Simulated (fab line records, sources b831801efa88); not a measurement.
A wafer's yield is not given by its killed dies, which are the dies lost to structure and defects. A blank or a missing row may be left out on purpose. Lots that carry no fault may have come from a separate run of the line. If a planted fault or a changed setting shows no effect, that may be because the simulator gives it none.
Chamber matching | flow gf180mcu | cmp-02 running GF_V4_CMP_26: 4 sister chambers
The step polishes, stops on SiO2, t overpolish 15 s, target thk 0 nm. 20 wafers are shown with their chamber, then 10 later ones without.

WAFERS PAIRED WITH THEIR CHAMBERS
wafer  | chamber | motor current A (A) | time to endpoint s (s) | slurry flow ml min
L075.4 | 0       | 12.7                | 90                     | 150.1
L075.5 | 3       | 11.0                | 88                     | 148.8
L075.6 | 2       | 12.2                | 84                     | 149.6
L076.1 | 3       | 11.9                | 91                     | 149.6
L076.2 | 0       | 12.1                | 88                     | 149.2
L076.3 | 1       | 10.7                | 83                     | 149.0
L077.1 | 0       | 11.7                | 88                     | 150.0
L077.2 | 2       | 12.7                | 79                     | 149.6
L077.4 | 1       | 10.3                | 80                     | 149.9
L079.1 | 1       | 10.7                | 83                     | 150.0
L079.3 | 3       | 11.8                | 87                     | 150.2
L079.4 | 0       | 12.5                | 92                     | 150.0
L084.2 | 0       | 11.5                | 89                     | 150.0
L084.4 | 2       | 12.0                | 87                     | 150.3
L084.5 | 0       | 12.2                | 86                     | 149.7
L085.2 | 0       | 11.2                | 89                     | 150.2
L085.3 | 3       | 12.0                | 89                     | 149.4
L085.6 | 2       | 12.4                | 84                     | 150.5
L091.1 | 1       | 10.8                | 80                     | 149.7
L091.3 | 0       | 12.1                | 84                     | 149.5

SIGNATURES, as means of the wafers listed above
reading            | chamber 0 | chamber 1 | chamber 2 | chamber 3 | scatter within a chamber
motor current A    | 12.000    | 10.625    | 12.325    | 11.675    | 0.42
time to endpoint s | 88.25     | 81.50     | 83.50     | 88.75     | 2.4
slurry flow ml min | 149.838   | 149.650   | 150.000   | 149.500   | 0.439
Rule: distance of a wafer from a chamber = root of the sum over the readings of ((wafer's reading minus chamber's mean) / reading's scatter) squared. The wafer belongs to the nearest chamber; if the next one is less than 2 further off, it can't be placed. The scatter: take each reading less its chamber's mean, square it, sum over the shown wafers, divide by the number of wafers less the number of chambers, and take the root.

WAFERS WITH NO CHAMBER GIVEN
wafer  | motor current A (A) | time to endpoint s (s) | slurry flow ml min
L091.6 | 11.9                | 89                     | 150.4
L093.1 | 12.9                | 85                     | 149.3
L093.3 | 11.8                | 90                     | 150.1
L093.4 | 10.5                | 84                     | 149.3
L094.1 | 11.1                | 78                     | 150.9
L094.2 | 12.7                | 81                     | 150.7
L094.3 | 11.8                | 82                     | 150.5
L095.1 | 12.0                | 90                     | 150.9
L095.3 | 10.8                | 82                     | 150.1
L095.6 | 12.3                | 83                     | 149.7

THE CHAMBER EACH PASSED THROUGH
wafer  | from the rows above               | in truth
L091.6 | can't be placed: 0 or 3 or 2      | 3
L093.1 | can't be placed: 2 or 0 or 3      | 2
L093.3 | can't be placed: 0 or 3 or 2      | 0
L093.4 | 1                                 | 1
L094.1 | can't be placed: 1 or 2 or 0      | 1
L094.2 | can't be placed: 2 or 0           | 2
L094.3 | can't be placed: 2 or 0 or 1 or 3 | 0
L095.1 | can't be placed: 0 or 3 or 2      | 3
L095.3 | 1                                 | 1
L095.6 | can't be placed: 2 or 0           | 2
Correctly placed: 2 of 10. Unplaceable from these rows: 8, with the true chamber sitting among the candidates in 8. 0 placed wrongly.
